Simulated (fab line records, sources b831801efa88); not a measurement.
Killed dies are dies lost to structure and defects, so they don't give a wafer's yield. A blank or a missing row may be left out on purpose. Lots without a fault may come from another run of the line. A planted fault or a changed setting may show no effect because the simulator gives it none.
Which tool did it? | flow sky130 | 12 lots, 36 wafers sampled, at 3 steps of a route of 708

WHAT THE GAUGES READ, wafer by wafer
SKY_LOCAL_INTERCONNECT_THK_MEAS_02: measures by xrf.
lot  | measured     | on            | LOCAL_INTERCONNECT_TIN_THK (nm)
L075 | day 30 14:52 | film_metro-04 | 99.5 100.1 100.4
L077 | day 30 20:18 | film_metro-04 | 101.7 100.0 100.8
L079 | day 30 19:21 | film_metro-04 | 99.8 99.3 100.0
L081 | day 31 09:19 | film_metro-02 | 99.7 100.6 99.7
L083 | day 32 04:11 | film_metro-02 | 99.7 100.6 99.8
L085 | day 33 09:32 | film_metro-02 | 100.3 100.7 100.8
L087 | day 33 17:17 | film_metro-03 | 101.7 102.5 101.6
L089 | day 34 07:32 | film_metro-02 | 101.2 100.7 100.5
L091 | day 34 19:38 | film_metro-04 | 100.9 100.3 102.4
L093 | day 35 16:35 | film_metro-02 | 103.8 101.8 102.4
L095 | day 36 01:53 | film_metro-02 | 101.0 101.9 100.9
L097 | day 36 04:26 | film_metro-03 | 101.0 101.7 101.6

WHICH TOOL RAN EACH LOT (tool, then ch and the chambers of the sampled wafers, then the start)
lot  | SKY_FIELD_ISO_STRIP_16              | SKY_LI_CONTACT_ETCH_15
L075 | plasma_asher-03 ch 0,1, day 2 11:57 | rie_diel-02 ch 0,1,2, day 30 13:34
L077 | plasma_asher-03 ch 0,1, day 2 20:23 | rie_diel-04 ch 1,2, day 30 18:58
L079 | plasma_asher-02 ch 0, day 3 08:09   | rie_diel-03 ch 1,3, day 30 18:01
L081 | plasma_asher-02 ch 0,1, day 3 19:05 | rie_diel-03 ch 1,2, day 31 08:01
L083 | plasma_asher-03 ch 0,1, day 4 03:26 | rie_diel-02 ch 1,3, day 32 02:52
L085 | plasma_asher-02 ch 0,1, day 4 13:33 | rie_diel-03 ch 0,2, day 33 08:13
L087 | plasma_asher-04 ch 0,1, day 5 05:23 | rie_diel-04 ch 0,3, day 33 15:58
L089 | plasma_asher-03 ch 0,1, day 5 11:06 | rie_diel-04 ch 0,1, day 34 06:13
L091 | plasma_asher-04 ch 0,1, day 5 21:53 | rie_diel-02 ch 0,1, day 34 18:19
L093 | plasma_asher-02 ch 0, day 6 07:47   | rie_diel-03 ch 1,2,3, day 35 15:16
L095 | plasma_asher-02 ch 0,1, day 6 18:56 | rie_diel-03 ch 1,2, day 36 00:34
L097 | plasma_asher-02 ch 0,1, day 7 04:23 | rie_diel-02 ch 0,1, day 36 03:07
- SKY_FIELD_ISO_STRIP_16: strips in O2/N2.
- SKY_LI_CONTACT_ETCH_15: etches PSG in C4F8/O2/Ar, stops on Si, target depth 600 nm.

THE ANSWER, worked out from the rows above alone
Rule: what is usual is taken from the lots themselves. Put in order of their means at a reading, lots are off if they are a third of the lots or fewer, leave a main group of 4 or more, and stand apart from it by a gap of 3 or more times the standard deviation of the main group's means; of several such gaps the widest counts. A main group whose means are all the same, to the digits that the tables above print for the reading, isn't used. A lot without any number at a reading at which 4 lots or more have one is off too. The other lots that the step has rows for count as sound.
No lot is off at any reading shown: from this, nothing can be told.

WHAT THE SIMULATOR HAD PUT IN
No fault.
